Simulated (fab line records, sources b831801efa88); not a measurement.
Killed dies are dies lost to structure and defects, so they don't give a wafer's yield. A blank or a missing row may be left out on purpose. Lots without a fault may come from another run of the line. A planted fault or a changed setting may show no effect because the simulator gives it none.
A struck lot beside a sound one | flow sky130 | 43 steps out of a route of 708
Sound: wafers L667.1, L667.3, L667.4. Struck: wafers L680.3, L680.4, L680.5. The cause comes at the end.
At each step with rows: each side's tool, then ch and its chambers, then its first start. Under that, the readings that differ: sound wafers | struck wafers | difference of the means | sigmas: that difference in standard deviations of wafers without a fault.
alike: readings whose means differ by less than 2 such deviations, and words and numbers that are the same on both sides. not compared: withheld readings, readings that some wafer has no value for, bounds like >300 that may hide the same value, and numbers for which the record gives no deviation and whose values overlap.
The two part at a step that has a row with sigmas, a row that says differs or no value, or rows on one side only. Numbers that don't overlap but have no deviation are shown without sigmas and don't part them. A reading that every wafer of one side lacks parts them only if that side has two wafers or more.

first, 5 steps without rows for these wafers: SKY_LDD_N_COAT_02 (resist thk 300 nm); SKY_LDD_N_SOFTBAKE_03 (time 60 s); SKY_LDD_N_EXPOSE_04 (exposes mask NTM, target cd 840 nm); SKY_LDD_N_PEB_05; SKY_LDD_N_DEVELOP_06 (develop time 60 s).
SKY_LDD_N_OVL_MEAS_07:
  sound on overlay-02, day 19 13:25; struck on overlay-02, day 24 07:58
  alike: LDD_N_OVL
then, 6 steps without rows for these wafers: SKY_LDD_N_IMPLANT_08; SKY_LDD_N_IMPLANT_09; SKY_LDD_N_IMPLANT_10; SKY_LDD_N_IMPLANT_11; SKY_LDD_N_IMPLANT_12; SKY_LDD_N_IMPLANT_13.
SKY_LDD_N_IMPLANT_14:
  sound on implanter-02 ch 0, day 19 14:21; struck on implanter-01 ch 0, day 24 08:56
then, 1 step without rows for these wafers: SKY_LDD_N_IMPLANT_15.
SKY_LDD_N_STRIP_16: strips in O2/N2.
  sound on plasma_asher-04 ch 0,1, day 19 14:39; struck on plasma_asher-03 ch 0,1, day 24 09:14
  reading                     | sound       | struck      | difference | sigmas
  drypump_motor_current_A (A) | 5.8 6.2 5.8 | 5.2 4.8 4.8 | -1.0       | -2
  alike: n2_flow_sccm, oes_product_au, strip_time_to_endpoint_s
  not compared: rf_hours_counter_h
SKY_LDD_N_TW_MEAS_17:
  sound on film_metro-04, day 19 14:45; struck on film_metro-04, day 24 09:19
  alike: LDD_N_TW
then, 7 steps without rows for these wafers: SKY_LDD_P_DEHYDRATE_00 (time 60 s); SKY_LDD_P_HMDS_01 (prime time 60 s); SKY_LDD_P_COAT_02 (resist thk 1140 nm); SKY_LDD_P_SOFTBAKE_03 (time 60 s); SKY_LDD_P_EXPOSE_04 (exposes mask PSDM, target cd 380 nm); SKY_LDD_P_PEB_05; SKY_LDD_P_DEVELOP_06 (develop time 60 s).
SKY_LDD_P_CD_MEAS_07: target cd 380 nm.
  sound on cd_sem-01, day 20 21:13; struck on cd_sem-02, day 25 14:43
  alike: cd_nm
SKY_LDD_P_OVL_MEAS_08:
  sound on overlay-02, day 20 21:20; struck on overlay-01, day 25 14:49
  reading        | sound       | struck         | difference | sigmas
  LDD_P_OVL (nm) | 0.1 0.3 0.9 | -2.6 -1.8 -1.0 | -2.2       | -2
then, 1 step without rows for these wafers: SKY_LDD_P_IMPLANT_09.
SKY_LDD_P_STRIP_10: strips in O2/N2.
  sound on plasma_asher-04 ch 0,1, day 20 21:31; struck on plasma_asher-02 ch 0,1, day 25 15:01
  alike: drypump_motor_current_A, n2_flow_sccm, oes_product_au, strip_time_to_endpoint_s
  not compared: rf_hours_counter_h
SKY_LDD_P_TW_MEAS_11:
  sound on film_metro-01, day 20 21:37; struck on film_metro-02, day 25 15:07
  alike: LDD_P_TW
then, 7 steps without rows for these wafers: SKY_LDD_HVN_DEHYDRATE_00 (time 60 s); SKY_LDD_HVN_HMDS_01 (prime time 60 s); SKY_LDD_HVN_COAT_02 (resist thk 300 nm); SKY_LDD_HVN_SOFTBAKE_03 (time 60 s); SKY_LDD_HVN_EXPOSE_04 (exposes mask HVNTM, target cd 700 nm); SKY_LDD_HVN_PEB_05; SKY_LDD_HVN_DEVELOP_06 (develop time 60 s).
SKY_LDD_HVN_OVL_MEAS_07:
  sound on overlay-01, day 22 03:46; struck on overlay-02, day 26 19:46
  alike: LDD_HVN_OVL
then, 1 step without rows for these wafers: SKY_LDD_HVN_IMPLANT_08.
SKY_LDD_HVN_STRIP_09: strips in O2/N2.
  sound on plasma_asher-04 ch 0,1, day 22 03:57; struck on plasma_asher-04 ch 0,1, day 26 19:59
  alike: drypump_motor_current_A, n2_flow_sccm, oes_product_au, strip_time_to_endpoint_s
  not compared: rf_hours_counter_h
SKY_LDD_HVN_TW_MEAS_10:
  sound on film_metro-04, day 22 04:03; struck on film_metro-01, day 26 20:04
  alike: LDD_HVN_TW
then, 3 steps without rows for these wafers: SKY_LDD_HVP_DEHYDRATE_00 (time 60 s); SKY_LDD_HVP_HMDS_01 (prime time 60 s); SKY_LDD_HVP_COAT_02 (resist thk 300 nm).
-- the record jumps here: 23 days lie between the struck wafers' starts before and after (it left off in module LDD_HVP and takes up again in module PAD_OPEN, whose first step shown is number 708 of the route) --
SKY_PAD_OPEN_PROBE_99:
  sound on prober-02, day 47 01:47; struck on prober-01, day 50 00:17
  alike: killed_at_M0_to_M3, killed_at_M4_up, killed_at_contacts, killed_at_front_end, killed_at_other, killed_dies, killed_open, killed_short
  not compared: model.etest.nfet_01v8_swapped.vt_sat_v, model.etest.nfet_01v8_lvt.vt_v

WHERE THEY PART
First at SKY_LDD_N_STRIP_16; last, within this record, at SKY_LDD_P_OVL_MEAS_08. Later steps at which nothing parts them and some readings are alike: SKY_LDD_P_STRIP_10, SKY_LDD_P_TW_MEAS_11, SKY_LDD_HVN_OVL_MEAS_07, SKY_LDD_HVN_STRIP_09, SKY_LDD_HVN_TW_MEAS_10, SKY_PAD_OPEN_PROBE_99.

WHY: what the simulator had put in
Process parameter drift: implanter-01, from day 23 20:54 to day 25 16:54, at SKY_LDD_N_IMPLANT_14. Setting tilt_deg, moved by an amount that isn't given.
